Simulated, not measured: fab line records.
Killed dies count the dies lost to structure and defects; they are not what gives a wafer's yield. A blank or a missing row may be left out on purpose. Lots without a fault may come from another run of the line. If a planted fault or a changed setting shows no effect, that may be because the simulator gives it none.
A lot that was struck, set against a sound lot ; flow sky130 ; 23 out of 708 route steps
Sound: the wafers L911.2, L911.4, L911.5. Wafers struck: L925.1, L925.2, L925.4. The cause is given at the end.
Per side, at each step with rows, come the tool, then ch with its chambers, and then its first start. Under that, the readings that differ: sound wafers ; struck wafers ; difference of the means ; sigmas: that difference in standard deviations of wafers without a fault.
alike: a reading whose means differ by less than 2 such deviations, as well as words and numbers matching on both sides. not compared: withheld readings; readings where some wafer has no value; bounds like >300 that might hide an equal value; numbers whose values overlap and for which the record gives no deviation.
A row with sigmas, a row that says differs or no value, or rows on one side alone: a step with any of these is where the two part. When numbers do not overlap yet have no deviation, they are printed without sigmas and do not part them. A reading that every wafer of one side lacks parts them only if that side has two wafers or more.

first, 1 step without rows for these wafers: SKY_POLY_GATE_OXIDATION_20 (stabilise 600 s, purge 300 s, target thk 4 nm).
SKY_POLY_GATE_THK_MEAS_21:
  sound on film_metro-02 at day 16 21:13; struck on film_metro-01 at day 22 06:28
  alike: POLY_GATE_OXIDATION_THK
SKY_POLY_GATE_CD_MEAS_22:
  sound on cd_sem-02 at day 16 21:18; struck on cd_sem-02 at day 22 06:31
  alike: cd_nm
then, 7 steps without rows for these wafers: SKY_LDD_N_DEHYDRATE_00 (time 60 s); SKY_LDD_N_HMDS_01 (prime time 60 s); SKY_LDD_N_COAT_02 (resist thk 300 nm); SKY_LDD_N_SOFTBAKE_03 (time 60 s); SKY_LDD_N_EXPOSE_04 (exposes mask NTM, target cd 840 nm); SKY_LDD_N_PEB_05; SKY_LDD_N_DEVELOP_06 (develop time 60 s).
SKY_LDD_N_OVL_MEAS_07:
  sound on overlay-02 at day 18 02:50; struck on overlay-01 at day 23 13:47
  alike: LDD_N_OVL
then, 1 step without rows for these wafers: SKY_LDD_N_IMPLANT_08.
SKY_LDD_N_IMPLANT_09:
  sound on implanter-04 ch 0, day 18 03:02; struck on implanter-03 ch 0, day 23 14:17
  alike: rotation_deg
then, 6 steps without rows for these wafers: SKY_LDD_N_IMPLANT_10; SKY_LDD_N_IMPLANT_11; SKY_LDD_N_IMPLANT_12; SKY_LDD_N_IMPLANT_13; SKY_LDD_N_IMPLANT_14; SKY_LDD_N_IMPLANT_15.
SKY_LDD_N_STRIP_16: strips in O2/N2.
  sound on plasma_asher-04 ch 0,1, day 18 04:04; struck on plasma_asher-04 ch 0,1, day 23 15:28
reading;sound;struck;difference;sigmas
strip_time_to_endpoint_s (s);4.326 4.311 4.320;4.507 4.541 4.531;+0.207;+16
  alike: drypump_motor_current_A, oes_product_au
  not compared: rf_hours_counter_h
SKY_LDD_N_TW_MEAS_17:
  sound on film_metro-03 at day 18 04:10; struck on film_metro-03 at day 23 15:34
reading;sound;struck;difference;sigmas
LDD_N_TW;2601 2579 2602;2680 2702 2690;+97;+7
then, 1 step without rows for these wafers: SKY_LDD_P_DEHYDRATE_00 (time 60 s).
-- here the record skips 26 days between the struck wafers' starts before and after, leaving off in module LDD_P and picking up in module PAD_OPEN (first step shown: number 708 of the route) --
SKY_PAD_OPEN_PROBE_99:
  sound on prober-02 at day 46 10:52; struck on prober-02 at day 49 22:50
reading;sound;struck;difference;sigmas
model.etest.tip_n.rs_ohm_sq;442 444.4 446.2;384.8 383.5 384.3;-60.0;
model.etest.nfet_01v8_swapped.vt_sat_v (V);0.651 0.6536 0.6469;0.6286 0.6355 0.6204;-0.0223;
  alike: killed_at_M0_to_M3, killed_at_M4_up, killed_at_contacts, killed_at_front_end, killed_at_other, killed_dies, killed_open, killed_short

WHERE THEY PART
First at SKY_LDD_N_STRIP_16; last, within this record, at SKY_LDD_N_TW_MEAS_17. Later steps at which nothing parts them and some readings are alike: SKY_PAD_OPEN_PROBE_99.

WHY: the cause the simulator had injected
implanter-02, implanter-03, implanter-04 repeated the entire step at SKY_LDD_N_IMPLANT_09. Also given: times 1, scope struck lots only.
